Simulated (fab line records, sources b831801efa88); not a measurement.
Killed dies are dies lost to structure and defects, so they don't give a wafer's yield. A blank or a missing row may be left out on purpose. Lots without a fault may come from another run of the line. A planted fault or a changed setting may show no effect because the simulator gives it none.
A struck lot beside a sound one | flow gf180mcu | 15 steps out of a route of 602
Sound: wafers L767.1, L767.4, L767.5. Struck: wafer L772.4. (L772.2, L772.3 of the same lot were not struck and are left out.) The cause comes at the end.
At each step with rows: each side's tool, then ch and its chambers, then its first start. Under that, the readings that differ: sound wafers | struck wafers | difference of the means | sigmas: that difference in standard deviations of wafers without a fault.
alike: readings whose means differ by less than 2 such deviations, and words and numbers that are the same on both sides. not compared: withheld readings, readings that some wafer has no value for, bounds like >300 that may hide the same value, and numbers for which the record gives no deviation and whose values overlap.
The two part at a step that has a row with sigmas, a row that says differs or no value, or rows on one side only. Numbers that don't overlap but have no deviation are shown without sigmas and don't part them. A reading that every wafer of one side lacks parts them only if that side has two wafers or more.

GF_V3_CD_MEAS_14: target cd 260 nm.
  sound on cd_sem-02, day 23 11:25; struck on cd_sem-02, day 25 03:55
  reading    | sound             | struck | difference | sigmas
  cd_nm (nm) | 259.1 258.4 259.0 | 261.9  | +3.1       | +2
GF_V3_OVL_MEAS_15:
  sound on overlay-01, day 23 11:32; struck on overlay-02, day 25 04:01
  reading     | sound | struck | difference | sigmas
  V3_OVL (nm) | 5 9 7 | -10    | -17        | -3
then, 1 step without rows for these wafers: GF_V3_ETCH_16 (etches BARC in N2/H2).
GF_V3_ETCH_17: etches SiO2 in C4F8/O2/Ar, stops on TiN, target depth 635 nm.
  sound on rie_diel-01 ch 1,2; struck on rie_diel-03 ch 3
  reading                        | sound             | struck | difference | sigmas
  chamber_pressure_mTorr (mTorr) | 40.02 39.91 39.97 | 40.06  | +0.09      | +3
  alike: oes_product_au
GF_V3_STRIP_18: strips in O2/N2.
  sound on plasma_asher-01 ch 1, day 23 11:42; struck on plasma_asher-03 ch 0, day 25 04:14
  alike: chamber_pressure_mTorr, drypump_motor_current_A, heater_power_w, o2_flow_sccm, oes_product_au
  not compared: rf_hours_counter_h
then, 2 steps without rows for these wafers: GF_V3_STRIP_19 (strips in post etch residue remover, time 1200 s); GF_V3_CLEAN_20 (cleans in DIW).
GF_V3_SPUTTER_21: material Ti, target thk 15 nm, time 80.02 s.
  sound on pvd_sputter-03, day 23 12:14; struck on pvd_sputter-03, day 25 04:46
  alike: throttle_valve_pct
GF_V3_SPUTTER_22: material TiN, target thk 10 nm, time 40 s.
  sound on pvd_sputter-03, day 23 12:17; struck on pvd_sputter-03, day 25 04:50
  alike: throttle_valve_pct
GF_V3_CVD_23: deposits W, target thk 350 nm, time 104.9 s.
  sound on cvd_w-02 ch 0, day 23 12:20; struck on cvd_w-01 ch 1, day 25 04:52
  reading            | sound       | struck | difference | sigmas
  heater_power_w (W) | 748 762 754 | 955    | +200       | +3
GF_V3_RS_MEAS_24: measures by four-point-probe.
  sound on film_metro-02, day 23 12:26; struck on film_metro-02, day 25 05:01
  alike: V3_W_RS
GF_V3_THK_MEAS_25: measures by xrf.
  sound on film_metro-02, day 23 12:34; struck on film_metro-02, day 25 05:07
  alike: V3_W_THK
GF_V3_CMP_26: polishes, stops on SiO2, t overpolish 15 s, target thk 0 nm.
  sound on cmp-02 ch 0,1,2, day 23 12:37; struck on cmp-02 ch 2, day 25 05:10
  reading                | sound    | struck | difference | sigmas
  time_to_endpoint_s (s) | 81 73 82 | 44     | -35        | -8
  alike: motor_current_A, overpolish_run_s
then, 1 step without rows for these wafers: GF_M4_SPUTTER_00 (material Ti, target thk 37.5 nm, time 150 s).
-- the record jumps here: 6 days lie between the struck wafers' starts before and after (it left off in module M4 and takes up again in module PASSIVATION, whose first step shown is number 602 of the route) --
GF_PASSIVATION_PROBE_99:
  the record has rows for the struck wafers here (prober-02, day 31 09:32) and none for the sound ones

WHERE THEY PART
First at GF_V3_CD_MEAS_14; last, within this record, at GF_PASSIVATION_PROBE_99.

WHY: what the simulator had put in
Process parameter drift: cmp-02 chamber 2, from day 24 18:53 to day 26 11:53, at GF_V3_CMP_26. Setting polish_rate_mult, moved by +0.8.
